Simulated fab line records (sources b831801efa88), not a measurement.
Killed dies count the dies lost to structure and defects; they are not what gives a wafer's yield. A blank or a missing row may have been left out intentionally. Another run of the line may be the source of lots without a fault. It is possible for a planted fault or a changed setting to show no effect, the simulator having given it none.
Code-filled problem report in 8D (eight disciplines) form | flow gf180mcu | the parts of the form that need people (team, actions taken, sign-off) are left out

== 1. WHAT WENT WRONG ==
A mean of 51 s is read at GF_V4_CMP_04 for time to endpoint s, taken on 1 wafer of 1 lot, against 78 s (standard deviation 5.3) on wafers free of any fault. Measured from the usual mean, that is -5.1 standard deviations.
The step: polishes SiO2.
The first sign was on wafer L663.6 at day 25 21:47, on cmp-01. At this step, 36 wafers from 12 lots have a number in the record. By rule, "out" or "out of limits" means more than 4 standard deviations away from the usual mean. All remaining wafers that have a number are taken as sound.

== 2. WHAT IT IS, AND WHAT IT ISN'T ==
question                    | is                 | is not
which readings at this step | time to endpoint s | motor current A, retaining ring pressure frac
which lots                  | L663               | L656, L657, L658, L659, L664, L672, L673, L675, L676, L677, L679
which wafers of those lots  | L663.6             | L663.2, L663.5
read on which tools         | cmp-01             | cmp-02
when                        | from day 25 21:47  | up to then (14 sound wafers); but 21 sound wafers of L664, L672, L673, L675, L676, L677, L679 came after

== 3. SUSPECTS, AND WHAT RULES EACH OUT ==
Counting: a tool at a process step up to the reading stays a suspect if it ran every lot that is out. Sound lots after the first of them don't rule it out here, since some wafers of a struck lot are sound.
- pecvd-01 at GF_V4_CVD_02 (deposits SiO2 from TEOS, target thk 850 nm, time 94.851 s): kept. It processed L663, the lot that is out, at day 25 21:31, and its most recent sound lot before then was L658 at day 23 18:29.
- cmp-01 at GF_V4_CMP_04 (polishes SiO2): kept. It processed L663, the lot that is out, at day 25 21:47, and its most recent sound lot before then was L658 at day 23 18:37. Out on those wafers are its own readings of time to endpoint s.
- Within cmp-01 at GF_V4_CMP_04: the wafers that are out ran in chamber 2; their sound lot-mates ran in chambers 0, 1.
Remaining after the count are pecvd-01 at GF_V4_CVD_02 and cmp-01 at GF_V4_CMP_04.

== 4. THE CAUSE (what the simulator had put in) ==
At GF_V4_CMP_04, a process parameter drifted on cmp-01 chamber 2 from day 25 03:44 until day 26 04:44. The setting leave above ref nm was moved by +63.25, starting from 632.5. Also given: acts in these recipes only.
Counting left 2 suspects, and this tool is among them.

== 5. SEQUENCE OF EFFECTS, ordered by route ==
Each row: a reading whose mean over the struck wafers that have a number lies more than 3 standard deviations from the usual. Only readings for which the record gives a usual standard deviation are gone through. hours: the time from each lot's start at the first step in this table that gives one to its start at this step, as a median over the lots. sigmas: the change in usual standard deviations.
hours | step          | reading            | usual      | on struck wafers | change | sigmas
0     | GF_V4_CMP_04  | time to endpoint s | 78 s       | 51               | -27    | -5.1
-     | GF_V4_ETCH_17 | oes product au     | 0.856 a.u. | 0.899            | +0.043 | +9.0
It contains these process steps:
- GF_V4_CMP_04: polishes SiO2.
- GF_V4_ETCH_17: etches SiO2 in C4F8/O2/Ar, stops on TiN, target depth 630 nm.

== 6. HOW IT WOULD HAVE BEEN CAUGHT EARLIER ==
First out-of-limits reading in this record: day 25 21:47, which is 18 hours after fault onset at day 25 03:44.
